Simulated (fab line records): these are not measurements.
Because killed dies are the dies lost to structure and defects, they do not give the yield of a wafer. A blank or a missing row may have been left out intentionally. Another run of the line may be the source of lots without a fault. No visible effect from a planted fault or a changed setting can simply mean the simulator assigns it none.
2 desks, one fault | flow gf180mcu | only its own numbers are on each desk; what lay behind them is given at the end

== METROLOGY DESK ==
What the gauges read for every lot (on any tool): the sampled wafers with a number, averaged. Marked OUT: a lot whose mean sits more than 4 standard deviations from the usual mean, which makes it out of limits; the brackets give that distance.
Columns: A = V4_W_THK at GF_V4_THK_MEAS_25, usual 351 nm; B = MIM_CVD_05_THK at GF_MIM_THK_MEAS_06, usual 42.1 nm
lot  | first seen here | A   | B
L526 | day 24 12:11    | 355 | 42.4
L527 | day 24 20:37    | 353 | 41.9
L532 | day 26 18:24    | 352 | 41.8
L533 | day 27 00:31    | 346 | 41.3
L534 | day 27 02:23    | 355 | 42.4
L535 | day 27 17:55    | 340 | 42.0
L537 | day 28 02:01    | 361 | 41.9
L536 | day 28 04:46    | 348 | 46.4 (+6.9) OUT
L539 | day 28 21:13    | 348 | 46.5 (+7.0) OUT
L544 | day 30 12:02    | 352 | 42.2
L546 | day 31 00:57    | 345 | 42.8
L548 | day 31 15:16    | 358 | 42.4
L549 | day 31 20:59    | 347 | 41.0
Per this desk, out of limits: L536, L539; the first was L536, day 28 05:23 (MIM_CVD_05_THK at GF_MIM_THK_MEAS_06). L526, L527, L532, L533, L534, L535, L537, L544, L546, L548, L549 stayed within limits.

== THE TOOL OWNER'S DESK: pecvd-03 ==
The tool's own readings at GF_MIM_CVD_05 (deposits Si3N4, target thk 42 nm, time 29.086 s): means of the sampled wafers that have a number, for each lot that ran on this tool. Marked OUT: a lot whose mean sits more than 4 standard deviations from the usual mean, which makes it out of limits; the brackets give that distance.
Columns: A = heater-power-w at GF_MIM_CVD_05, usual 566 W
lot  | first seen here | A
L526 | day 24 12:46    | 589
L533 | day 27 01:05    | 611
L536 | day 28 05:21    | 540
L539 | day 28 21:47    | 598
L548 | day 31 15:50    | 585
Finding of this desk: none of the 5 lots has anything out of limits.

== PUT TOGETHER ==
An alarm was possible from the metrology desk at day 28 05:23, on L536, L539.
The desk of the tool owner found nothing out of limits.
On record at the tool owner's desk: L536, L539, within its limits.
GF_MIM_CVD_05 was run on pecvd-03 by each of the lots named.

== WHAT WAS PUT IN BY THE SIMULATOR ==
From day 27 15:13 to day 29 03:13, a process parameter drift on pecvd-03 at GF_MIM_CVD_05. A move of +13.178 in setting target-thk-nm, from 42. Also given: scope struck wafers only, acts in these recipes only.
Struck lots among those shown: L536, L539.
Time in hours between the start of the fault and the first out-of-limits reading at each desk: metrology desk, 14.
